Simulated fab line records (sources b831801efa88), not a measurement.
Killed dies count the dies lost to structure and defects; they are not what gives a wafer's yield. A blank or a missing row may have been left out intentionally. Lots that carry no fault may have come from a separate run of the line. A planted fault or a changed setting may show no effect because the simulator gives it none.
Struck lot and sound lot, side by side ; flow sky130 ; 15 out of 708 route steps
Sound: the wafers L672.1, L672.3, L672.4. Struck: wafers L667.2, L667.3, L667.4. The cause comes at the end.
At each step with rows: each side's tool, then ch and its chambers, then its first start. Under that, the readings that differ: sound wafers ; struck wafers ; difference of the means ; sigmas: that difference in standard deviations of wafers without a fault.
alike: readings with means less than 2 such deviations apart, plus words and numbers identical on both sides. not compared: withheld readings, readings lacking a value on some wafer, bounds such as >300 that could conceal the same value, and numbers that have no deviation in the record and whose values overlap.
A row with sigmas, a row that says differs or no value, or rows on one side alone: a step with any of these is where the two part. When numbers do not overlap yet have no deviation, they are printed without sigmas and do not part them. A reading missing from all wafers of one side parts the sides only when that side holds two or more wafers.

SKY_CONTACT_ETCH_16: etches BARC in N2/H2, stops on SiO2, time 45.9 s, target depth 60 nm.
  sound on rie diel-03 ch 1,2,3, day 38 03:52; struck on rie diel-03 ch 0,1,2, day 36 19:05
  alike: bias w, drypump motor current A, oes product au, throttle valve pct
  not compared: rf hours counter h
SKY_CONTACT_ETCH_17: etches SiO2 in C4F8/O2/Ar, stops on Si3N4, target depth 340 nm.
  sound on rie diel-03 ch 1,2,3, day 38 03:55; struck on rie diel-03 ch 0,1,2, day 36 19:08
  alike: bias w, oes product au
then, 1 step without rows for these wafers: SKY_CONTACT_ETCH_18 (etches Si3N4 in CHF3/O2, stops on TiN, time 39 s, target depth 75 nm).
SKY_CONTACT_STRIP_19: strips in O2/N2.
  sound on plasma asher-02 ch 0,1, day 38 04:00; struck on plasma asher-03 ch 0,1, day 36 19:13
  alike: drypump motor current A, oes product au, strip time to endpoint s
  not compared: rf hours counter h
then, 3 steps without rows for these wafers: SKY_CONTACT_STRIP_20 (strips in post etch residue remover, time 1200 s); SKY_CONTACT_CLEAN_21 (cleans in IPA, time 180 s); SKY_CONTACT_CLEAN_22 (cleans in O3/DIW).
SKY_CONTACT_SPUTTER_23: material TiN, target thk 20 nm, time 80 s.
  struck on pvd sputter-01, day 36 19:50; sound on pvd sputter-02, day 38 04:36
  alike: cathode dc power W, chamber pressure pa, throttle valve pct
then, 1 step without rows for these wafers: SKY_CONTACT_CVD_24 (deposits W, target thk 340 nm, time 102.12 s).
SKY_CONTACT_RS_MEAS_25: a four-point-probe measurement.
  struck on film metro-01, day 36 20:02; sound on film metro-01, day 38 04:46
  alike: CONTACT_W_RS
SKY_CONTACT_THK_MEAS_26: measures by xrf.
  struck on film metro-01, day 36 20:08; sound on film metro-01, day 38 04:53
  alike: CONTACT_W_THK
SKY_CONTACT_CMP_27: polishes, stops on SiO2, t overpolish 15 s, target thk 0 nm.
  sound on cmp-01 ch 0,1,3, day 38 04:57; struck on cmp-01 ch 0,1,2, day 36 20:14
  alike: motor current A, overpolish run s, time to endpoint s
SKY_METAL1_SPUTTER_00: material Ti, target thk 15 nm, time 10 s.
  struck on pvd sputter-02, day 36 20:29; sound on pvd sputter-02, day 38 05:15
  no value came back on the struck wafers for cathode dc power W (W), chamber pressure pa (Pa), throttle valve pct (%); on the sound wafers cathode dc power W (W) reads 3000.5 3000.2 3000.0
then, 1 step without rows for these wafers: SKY_METAL1_SPUTTER_01 (material TiN, target thk 20 nm, time 16.7 s).
-- the record jumps here: 13 days lie between the struck wafers' starts before and after (it left off in module METAL1 and takes up again in module PAD_OPEN, whose first step shown is number 708 of the route) --
SKY_PAD_OPEN_PROBE_99:
  struck on prober-01, day 49 15:13; sound on prober-02, day 50 11:54
reading;sound;struck;difference;sigmas
model.etest.mcon chain.rc ohm;16.97 16.8 16.63;18.36 18.49 18.67;+1.71;
  alike: defect limited yield, killed_at_M0_to_M3, killed_at_M4_up, killed at contacts, killed at front end, killed at other, killed dies, killed open, killed short, sort_bin_3_pad_short, sort_bin_5_function, sort_bin_6_memory, sort n pass, sort yield pct

== WHERE THEY PART ==
Only at SKY_METAL1_SPUTTER_00, within this record. Later steps at which nothing parts them and some readings are alike: SKY_PAD_OPEN_PROBE_99.

WHY: whatever the simulator had introduced
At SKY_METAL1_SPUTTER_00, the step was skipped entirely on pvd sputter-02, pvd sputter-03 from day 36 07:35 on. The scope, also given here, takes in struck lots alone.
